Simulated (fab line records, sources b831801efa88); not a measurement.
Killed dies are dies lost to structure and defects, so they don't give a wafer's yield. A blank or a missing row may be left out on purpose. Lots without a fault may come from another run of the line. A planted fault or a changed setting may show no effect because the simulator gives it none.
Chamber matching | flow gf180mcu | GF_V2_CMP_04 on cmp-01: 4 sister chambers
The step polishes SiO2. 4 wafers are shown with their chamber, then 9 later ones without.

WAFERS WITH THEIR CHAMBER
wafer  | chamber | motor_current_A (A)
L489.2 | 2       | 14.2
L491.1 | 0       | 11.0
L491.2 | 1       | 12.2
L491.4 | 3       | 12.7

WAFERS WITHOUT THEIR CHAMBER
wafer  | motor_current_A (A)
L499.1 | 14.6
L499.2 | 12.9
L499.4 | 11.2
L500.1 | 11.6
L500.3 | 11.5
L500.5 | 14.3
L501.1 | 11.5
L501.4 | 12.8
L501.5 | 14.6

WHICH CHAMBER EACH WENT THROUGH
wafer  | from the rows above          | in truth
L499.1 | 2                            | 2
L499.2 | can't be placed: 3 or 1      | 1
L499.4 | 0                            | 0
L500.1 | can't be placed: 0 or 1 or 3 | 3
L500.3 | can't be placed: 0 or 1 or 3 | 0
L500.5 | 2                            | 2
L501.1 | can't be placed: 0 or 1 or 3 | 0
L501.4 | can't be placed: 3 or 1      | 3
L501.5 | 2                            | 2
Placed correctly: 4 of 9. Can't be placed from these rows: 5 (the true chamber is among the candidates in 5). Placed wrongly: 0.
How it was worked out, from the rows above alone: a wafer's distance from a chamber is the root of the sum, over the readings, of the square of ((its reading less the chamber's mean) divided by the reading's scatter). The wafer belongs to the nearest chamber; if the next one is less than 2 further off, it can't be placed. A chamber's mean is the mean of its shown wafers. The scatter: with one shown wafer a chamber, the root of the mean of the squares of how far each hidden wafer lies from its nearest shown one.
